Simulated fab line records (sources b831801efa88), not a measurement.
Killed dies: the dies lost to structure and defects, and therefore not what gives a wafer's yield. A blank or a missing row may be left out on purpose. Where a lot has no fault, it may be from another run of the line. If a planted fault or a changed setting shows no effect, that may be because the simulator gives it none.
fab line records | flow sky130
record: lots: 6 | wafers: 18 | last_day: 50
route steps=708 shown LDD_HVP@283 LDD_LDN@289 PAD_OPEN@708
lots untouched by any fault: they come from a run of this same line in which no faults occurred
start_h: hours from the record's first day to the start of the lot's first wafer shown | wait_h: hours since the lot's step before | " same as the row above | L1.1+2: one row covering several wafers at once | - no value, or no start was given | * or withheld: withheld | < > ~ a bound
route shown NAME@n: names a module that has steps shown in the file, with the first one's number in the route | usual: mean/standard deviation of fault-free wafers | same: alike in all rows | chamber/n: place in a boat | sites: each site's reading | _std_site: how widely they spread, as a standard deviation | _edge_site: the outer-site mean with the inner-site mean subtracted | radius_mm: how far each site lies from the wafer's centre | mask NAME#n: copy n | behind: tool/chamber where the wafer was last shaped | hold: reason for holding the lot/hours on hold/outcome of the hold | device: which transistor (n, p or np) failed to switch | end of line: the tests these same wafers got at the end of their route | a step given without rows: its recipe and nothing more | killed: dies lost to structure and defects at the first sort, not the wafer's yield | map: dies across one wafer; x = killed, . = not, _ = none there
set.NAME: the setting that was run; set.NAME@STEP: the one run at that earlier step | model.NAME: the simulator's own value behind a step, which no gauge read
a table for each step, a row for each wafer; lots at some steps of the route
services: a tool's chamber out of use, with start hour (start_h, from the record's first day; less than 0 if before it), hours out, and reason
== steps ==
step: SKY_LDD_HVP_PEB_05
recipe: temp_c: withheld | time_s: * | resist: NOVOLAK
step: SKY_LDD_HVP_DEVELOP_06
recipe: resist: NOVOLAK | developer: TMAH | develop_time_s: 60 | dev_temp_c: 23
step: SKY_LDD_HVP_OVL_MEAS_07
usual: LDD_HVP_OVL: 0.4/1.3
lot.wafer | tool       | chamber | start_h | wait_h | LDD_HVP_OVL[nm]
L491.1    | overlay-01 | -       | 556.99  | 0.1    | 1.9
L491.4    | "          | -       | "       | "      | -0.2
L491.6    | "          | -       | "       | "      | 2.5
L494.4    | overlay-01 | -       | 592.17  | 0.1    | -2.1
L494.5    | "          | -       | "       | "      | -0.5
L494.6    | "          | -       | "       | "      | -1.3
L497.1    | overlay-02 | -       | 616.66  | 0.1    | 0.4
L497.4    | "          | -       | "       | "      | 0.1
L497.5    | "          | -       | "       | "      | -1.0
L499.1    | overlay-01 | -       | 626.75  | 0.1    | 1.0
L499.4    | "          | -       | "       | "      | 0.3
L499.6    | "          | -       | "       | "      | 0.3
L502.1    | overlay-02 | -       | 647.85  | 0.1    | 1.7
L502.2    | "          | -       | "       | "      | -0.2
L502.6    | "          | -       | "       | "      | 2.9
L506.1    | overlay-01 | -       | 691.51  | 0.1    | 0.2
L506.4    | "          | -       | "       | "      | -0.3
L506.5    | "          | -       | "       | "      | -1.3
step: SKY_LDD_HVP_IMPLANT_08
recipe: species: B | energy_kev: 20 | dose_cm2: 1.7e+13 | tilt_deg: 17.9
step: SKY_LDD_HVP_STRIP_09
recipe: chemistry: O2/N2 | power_w: 1400 | pressure_mtorr: 1500 | platen_temp_c: withheld | o2_flow_sccm: 3000 | n2_flow_sccm: 300 | overash_fraction: 0.5
usual: chamber_pressure_mTorr: 1499.9/1.6 | drypump_motor_current_A: 5.85/0.24 | oes_product_au: 0.408/0.0043 | strip_time_to_endpoint_s: 4.133/0.016
lot.wafer | tool            | chamber | start_h | wait_h | chamber_pressure_mTorr | drypump_motor_current_A | oes_product_au | rf_hours_counter_h | strip_time_to_endpoint_s
L491.1    | plasma_asher-01 | 0       | 557.18  | 0.1    | 1500.9                 | 5.62                    | 0.410          | 12                 | 4.167
L491.4    | "               | 1       | "       | "      | 1498.4                 | 5.72                    | 0.412          | -                  | 4.154
L491.6    | "               | 1       | "       | "      | 1499.6                 | 5.74                    | 0.408          | -                  | 4.158
L494.4    | plasma_asher-03 | 1       | 592.37  | 0.1    | 1500.6                 | 6.26                    | 0.414          | -                  | 4.119
L494.5    | "               | 1       | "       | "      | 1497.9                 | 6.26                    | 0.407          | -                  | 4.111
L494.6    | "               | 0       | "       | "      | 1499.9                 | 5.59                    | 0.409          | -                  | 4.125
L497.1    | plasma_asher-03 | 0       | 616.85  | 0.1    | 1500.1                 | 5.60                    | 0.412          | 84                 | 4.126
L497.4    | "               | 0       | "       | "      | 1502.9                 | 5.61                    | 0.409          | -                  | 4.130
L497.5    | "               | 0       | "       | "      | 1498.4                 | 5.59                    | 0.407          | -                  | 4.143
L499.1    | plasma_asher-04 | 0       | 626.93  | 0.1    | 1499.7                 | 5.94                    | 0.399          | 50                 | 4.125
L499.4    | "               | 0       | "       | "      | 1498.1                 | 5.93                    | 0.406          | -                  | 4.140
L499.6    | "               | 0       | "       | "      | 1497.4                 | 5.93                    | 0.414          | -                  | 4.148
L502.1    | plasma_asher-04 | 0       | 648.18  | 0.1    | 1500.2                 | 5.90                    | 0.409          | 52                 | 4.147
L502.2    | "               | 1       | "       | "      | 1502.4                 | 5.89                    | 0.408          | 52                 | 4.133
L502.6    | "               | 0       | "       | "      | 1500.9                 | 5.91                    | 0.411          | -                  | 4.123
L506.1    | plasma_asher-04 | 0       | 691.70  | 0.1    | 1499.2                 | 5.91                    | 0.407          | 56                 | 4.128
L506.4    | "               | 1       | "       | "      | 1497.8                 | 5.92                    | 0.404          | -                  | 4.123
L506.5    | "               | 0       | "       | "      | 1501.6                 | 5.93                    | 0.411          | -                  | 4.121
step: SKY_LDD_HVP_TW_MEAS_10
usual: LDD_HVP_TW: 461.2/2.6
lot.wafer | tool          | chamber | start_h | wait_h | LDD_HVP_TW
L491.1    | film_metro-04 | -       | 557.28  | 0.1    | 461.4
L491.4    | "             | -       | "       | "      | 462.8
L491.6    | "             | -       | "       | "      | 464.0
L494.4    | film_metro-03 | -       | 592.46  | 0.1    | 459.3
L494.5    | "             | -       | "       | "      | 460.0
L494.6    | "             | -       | "       | "      | 459.6
L497.1    | film_metro-03 | -       | 616.95  | 0.1    | 460.9
L497.4    | "             | -       | "       | "      | 463.8
L497.5    | "             | -       | "       | "      | 463.1
L499.1    | film_metro-04 | -       | 627.03  | 0.1    | 463.1
L499.4    | "             | -       | "       | "      | 463.0
L499.6    | "             | -       | "       | "      | 465.3
L502.1    | film_metro-03 | -       | 648.28  | 0.1    | 462.1
L502.2    | "             | -       | "       | "      | 460.4
L502.6    | "             | -       | "       | "      | 461.3
L506.1    | film_metro-01 | -       | 691.80  | 0.1    | 458.4
L506.4    | "             | -       | "       | "      | 460.4
L506.5    | "             | -       | "       | "      | 461.5
step: SKY_LDD_LDN_DEHYDRATE_00
recipe: temp_c: 200 | time_s: 60
step: SKY_LDD_LDN_HMDS_01
recipe: prime_time_s: 60 | prime_temp_c: 120
step: SKY_LDD_LDN_COAT_02
recipe: resist: NOVOLAK | spin_rpm: 3000 | resist_thk_nm: 1140
step: SKY_LDD_LDN_SOFTBAKE_03
recipe: temp_c: 90 | time_s: 60 | resist: NOVOLAK
step: SKY_LDD_LDN_EXPOSE_04
recipe: mask_id: LDNTM | na: 0.6 | source_shape: conventional | sigma_outer: 0.6 | polarization: unpolarized | target_cd_nm: 700 | dose_mj: 140
step: SKY_LDD_LDN_PEB_05
recipe: temp_c: withheld | time_s: * | resist: NOVOLAK
step: SKY_LDD_LDN_DEVELOP_06
recipe: resist: NOVOLAK | developer: TMAH | develop_time_s: 60 | dev_temp_c: 23
usual: developer_temp_C: 22.97/0.1
lot.wafer | tool           | chamber | start_h | wait_h | developer_temp_C
L491.1    | litho_track-03 | 0       | 586.52  | 0.1    | 22.04
L491.4    | "              | 0       | "       | "      | 21.88
L491.6    | "              | 0       | "       | "      | 22.07
L494.4    | litho_track-03 | 0       | 621.55  | 0.1    | 21.83
L494.5    | "              | 0       | "       | "      | 22.05
L494.6    | "              | 0       | "       | "      | 21.90
L497.1    | litho_track-02 | 0       | 645.44  | 0.1    | 22.85
L497.4    | "              | 0       | "       | "      | 22.93
L497.5    | "              | 0       | "       | "      | 22.75
L499.1    | litho_track-04 | 0       | 653.71  | 0.1    | 22.88
L499.4    | "              | 0       | "       | "      | 22.85
L499.6    | "              | 0       | "       | "      | 22.80
L502.1    | litho_track-02 | 0       | 674.44  | 0.1    | 23.07
L502.2    | "              | 0       | "       | "      | 22.88
L502.6    | "              | 0       | "       | "      | 23.03
L506.1    | litho_track-03 | 0       | 718.27  | 0.1    | 22.98
L506.4    | "              | 0       | "       | "      | 22.96
L506.5    | "              | 0       | "       | "      | 22.83
step: SKY_LDD_LDN_OVL_MEAS_07
usual: LDD_LDN_OVL: 0.3/1.4
lot.wafer | tool       | chamber | start_h | wait_h | LDD_LDN_OVL[nm]
L491.1    | overlay-02 | -       | 586.67  | 0.1    | 1.5
L491.4    | "          | -       | "       | "      | 1.4
L491.6    | "          | -       | "       | "      | 1.5
L494.4    | overlay-02 | -       | 621.64  | 0.1    | -0.7
L494.5    | "          | -       | "       | "      | -0.8
L494.6    | "          | -       | "       | "      | -1.8
L497.1    | overlay-01 | -       | 645.59  | 0.1    | 0.7
L497.4    | "          | -       | "       | "      | -1.4
L497.5    | "          | -       | "       | "      | -0.3
L499.1    | overlay-02 | -       | 653.86  | 0.1    | 1.4
L499.4    | "          | -       | "       | "      | 1.5
L499.6    | "          | -       | "       | "      | 0.3
L502.1    | overlay-02 | -       | 674.59  | 0.1    | 1.2
L502.2    | "          | -       | "       | "      | 1.6
L502.6    | "          | -       | "       | "      | 2.3
L506.1    | overlay-01 | -       | 718.42  | 0.1    | 0.5
L506.4    | "          | -       | "       | "      | 1.4
L506.5    | "          | -       | "       | "      | 0.8
step: SKY_PAD_OPEN_PROBE_99
usual: killed_at_M0_to_M3: 43/7.7 | killed_at_M4_up: 2.9/1.9 | killed_at_contacts: 24/5.9 | killed_at_front_end: 16/5.1 | killed_at_other: 0.3/0.63 | killed_dies: 86/10 | killed_open: 47/7.6 | killed_short: 39/6.8
same: gross_dies: 492 | killed_at_back_side: 0
lot.wafer | tool      | chamber | start_h | wait_h | killed_at_M0_to_M3 | killed_at_M4_up | killed_at_contacts | killed_at_front_end | killed_at_other | killed_dies | killed_open | killed_short
L491.1    | prober-01 | -       | 1119.10 | 0.1    | 50                 | 2               | 26                 | 9                   | 0               | 87          | 50          | 37
L491.4    | prober-01 | -       | 1119.25 | 0.2    | 30                 | 3               | 25                 | 16                  | 0               | 74          | 38          | 36
L491.6    | prober-01 | -       | 1119.35 | 0.2    | 49                 | 3               | 20                 | 25                  | 0               | 97          | 53          | 44
L497.1    | prober-01 | -       | 1155.04 | 0.1    | 34                 | 3               | 23                 | 13                  | 0               | 73          | 29          | 44
L497.4    | prober-01 | -       | 1155.19 | 0.2    | 37                 | 0               | 22                 | 21                  | 0               | 80          | 40          | 40
L497.5    | prober-01 | -       | 1155.24 | 0.2    | 43                 | 3               | 29                 | 11                  | 0               | 86          | 52          | 34
L499.1    | prober-01 | -       | 1161.89 | 0.1    | 46                 | 5               | 23                 | 12                  | 1               | 87          | 44          | 43
L499.4    | prober-01 | -       | 1162.04 | 0.2    | 37                 | 3               | 23                 | 12                  | 0               | 75          | 47          | 28
L499.6    | prober-01 | -       | 1162.14 | 0.2    | 47                 | 5               | 21                 | 13                  | 0               | 86          | 45          | 41
killed by level:class
L491.1 VIA1:geometric_particle:open=14 CONTACT:geometric_particle:open=8 LI_CONTACT:geometric_particle:open=6 LOCAL_INTERCONNECT:geometric_particle:short=6 METAL1:geometric_particle:short=6 VIA1:geometric_particle:short=6 VIA2:geometric_particle:open=6 METAL2:geometric_particle:short=5
L491.4 CONTACT:geometric_particle:open=10 METAL1:geometric_particle:short=6 VIA3:geometric_particle:open=6 VIA1:geometric_particle:open=5 LI_CONTACT:geometric_particle:short=5 FIELD_ISO:geometric_particle:short=4 LI_CONTACT:geometric_particle:open=4 LOCAL_INTERCONNECT:geometric_particle:short=4
L491.6 VIA3:geometric_particle:open=11 METAL2:geometric_particle:short=9 FIELD_ISO:geometric_particle:open=8 LI_CONTACT:geometric_particle:open=8 CONTACT:geometric_particle:open=8 VIA1:geometric_particle:open=6 METAL1:geometric_particle:short=5 VIA2:geometric_particle:open=5
L497.1 LOCAL_INTERCONNECT:geometric_particle:short=7 VIA1:geometric_particle:open=7 METAL1:geometric_particle:short=6 LI_CONTACT:geometric_particle:open=5 CONTACT:geometric_particle:short=5 CONTACT:geometric_particle:open=4 VIA3:geometric_particle:short=4 VIA1:geometric_particle:short=4
L497.4 FIELD_ISO:geometric_particle:short=10 VIA3:geometric_particle:open=9 LI_CONTACT:geometric_particle:open=7 VIA1:geometric_particle:open=7 LOCAL_INTERCONNECT:geometric_particle:short=6 CONTACT:geometric_particle:open=6 VIA2:geometric_particle:open=5 POLY_GATE:geometric_particle:short=3
L497.5 LI_CONTACT:geometric_particle:open=9 VIA1:geometric_particle:open=8 CONTACT:geometric_particle:open=8 VIA3:geometric_particle:open=8 VIA2:geometric_particle:open=6 METAL1:geometric_particle:short=5 FIELD_ISO:geometric_particle:open=4 LOCAL_INTERCONNECT:geometric_particle:open=4
L499.1 VIA1:geometric_particle:open=9 VIA3:geometric_particle:open=9 LI_CONTACT:geometric_particle:open=8 METAL1:geometric_particle:short=8 CONTACT:geometric_particle:open=7 LI_CONTACT:geometric_particle:short=4 VIA1:geometric_particle:short=4 VIA2:geometric_particle:open=4
L499.4 CONTACT:geometric_particle:open=12 VIA2:geometric_particle:open=9 LI_CONTACT:geometric_particle:open=6 VIA1:geometric_particle:open=6 VIA3:geometric_particle:open=6 POLY_GATE:geometric_particle:short=4 METAL1:geometric_particle:short=4 CONTACT:geometric_particle:short=3
L499.6 LI_CONTACT:geometric_particle:open=7 METAL1:geometric_particle:short=7 VIA1:geometric_particle:open=7 METAL2:geometric_particle:short=7 VIA2:geometric_particle:open=6 FIELD_ISO:geometric_particle:open=5 VIA3:geometric_particle:open=5 CONTACT:geometric_particle:open=5
== services ==
tool            | chamber | start_h | hours | kind
plasma_asher-04 | -       | 538.11  | 0.7   | repair
plasma_asher-04 | -       | 567.41  | 3.6   | repair
plasma_asher-01 | -       | 601.80  | 28.1  | pm
plasma_asher-04 | -       | 673.12  | 2.3   | repair
plasma_asher-03 | -       | 682.43  | 3.5   | repair
== key ==
first_sign: step: SKY_LDD_LDN_DEVELOP_06 | reading: developer_temp_C | direction: down | sigmas: 10 | usual: * | struck: *
effect none on later readings
met_at SKY_LDD_LDN_DEVELOP_06
struck_wafers L491.1,L491.4,L491.6,L494.4,L494.5,L494.6
tester_left_out L491,L494
fault: kind: process_parameter_drift | tool: litho_track-03 | chamber: - | onset_h: 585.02 | steps: SKY_LDD_LDN_DEVELOP_06 | channel: dev_temp_c | offset: * | shape: step | end_h: 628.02 | acts_in: * | stated: *
tester_left_out: of these lots the tester's yield and bins aren't shown, on N5 and GAA mostly nor the transistor test; their killed dies are dies lost to structure and defects alone, not to doping, threshold or leakage, so they don't give the yield
